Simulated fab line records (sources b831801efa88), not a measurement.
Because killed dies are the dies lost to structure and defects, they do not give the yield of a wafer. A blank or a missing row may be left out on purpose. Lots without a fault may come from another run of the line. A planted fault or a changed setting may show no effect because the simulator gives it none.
One fault through the eyes of 2 desks || flow sky130 || only its own numbers are on each desk; what lay behind them is given at the end

## AT THE TOOL OWNER'S DESK: rie-diel-04
The tool's own readings at SKY_CONTACT_ETCH_16 (etches BARC in N2/H2, stops on SiO2, time 45.9 s, target depth 60 nm): means of the sampled wafers that have a number, for each lot that ran on this tool. Any lot whose mean is over 4 standard deviations away from the usual mean is out of limits and marked OUT; that distance is given in the brackets.
Columns: A = drypump-motor-current-A at SKY_CONTACT_ETCH_16, usual 5.5 A; B = oes-product-au at SKY_CONTACT_ETCH_16, usual 0.855 a.u.; C = throttle-valve-pct at SKY_CONTACT_ETCH_16, usual 13.226 %
{"lot": "L944", "first seen here": "day 34 15:37", "A": 5.7, "B": 0.860, "C": 13.234}
{"lot": "L943", "first seen here": "day 34 16:59", "A": 5.4, "B": 0.860, "C": 13.220}
{"lot": "L947", "first seen here": "day 35 01:37", "A": 5.6, "B": 0.861, "C": 13.229}
{"lot": "L953", "first seen here": "day 36 18:59", "A": 5.4, "B": "0.700 (-33) OUT", "C": 13.230}
{"lot": "L954", "first seen here": "day 37 10:02", "A": 5.7, "B": "0.697 (-34) OUT", "C": 13.222}
{"lot": "L957", "first seen here": "day 38 02:17", "A": 5.4, "B": "0.704 (-32) OUT", "C": 13.214}
Finding of this desk: L953, L954, L957 out of limits; the first was L953 at day 36 18:59, on oes-product-au at SKY_CONTACT_ETCH_16. Within limits: L944, L943, L947.

## THE METROLOGY DESK
What the gauges read, lot by lot, whatever tool the lot ran on: means of the sampled wafers that have a number. Any lot whose mean is over 4 standard deviations away from the usual mean is out of limits and marked OUT; that distance is given in the brackets.
Columns: A = CONTACT_HDPCVD_THK at SKY_CONTACT_THK_MEAS_03, usual 566 nm
{"lot": "L939", "first seen here": "day 31 08:12", "A": 563}
{"lot": "L938", "first seen here": "day 31 09:18", "A": 560}
{"lot": "L940", "first seen here": "day 31 13:48", "A": 562}
{"lot": "L942", "first seen here": "day 33 11:25", "A": 570}
{"lot": "L944", "first seen here": "day 33 12:03", "A": 576}
{"lot": "L943", "first seen here": "day 33 13:35", "A": 557}
{"lot": "L947", "first seen here": "day 33 22:48", "A": 571}
{"lot": "L953", "first seen here": "day 35 17:20", "A": 559}
{"lot": "L954", "first seen here": "day 36 08:44", "A": 562}
{"lot": "L955", "first seen here": "day 36 11:50", "A": 564}
{"lot": "L957", "first seen here": "day 37 00:03", "A": 561}
Finding of this desk: none of the 11 lots has anything out of limits.

## TAKEN TOGETHER
The tool owner's desk could have raised an alarm at day 36 18:59, on L953, L954, L957.
From the metrology desk's view, nothing was out of limits.
The metrology desk has L953, L954, L957 on record, within its limits.
Every lot named ran SKY_CONTACT_ETCH_16 on rie-diel-04.

## WHAT THE SIMULATOR HAD INSERTED
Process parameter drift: rie-diel-04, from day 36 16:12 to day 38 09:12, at SKY_CONTACT_ETCH_16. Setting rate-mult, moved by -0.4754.
Struck lots among those shown: L953, L954, L957.
Each desk's first reading out of limits, in hours after the fault started: the tool owner's desk, 3.
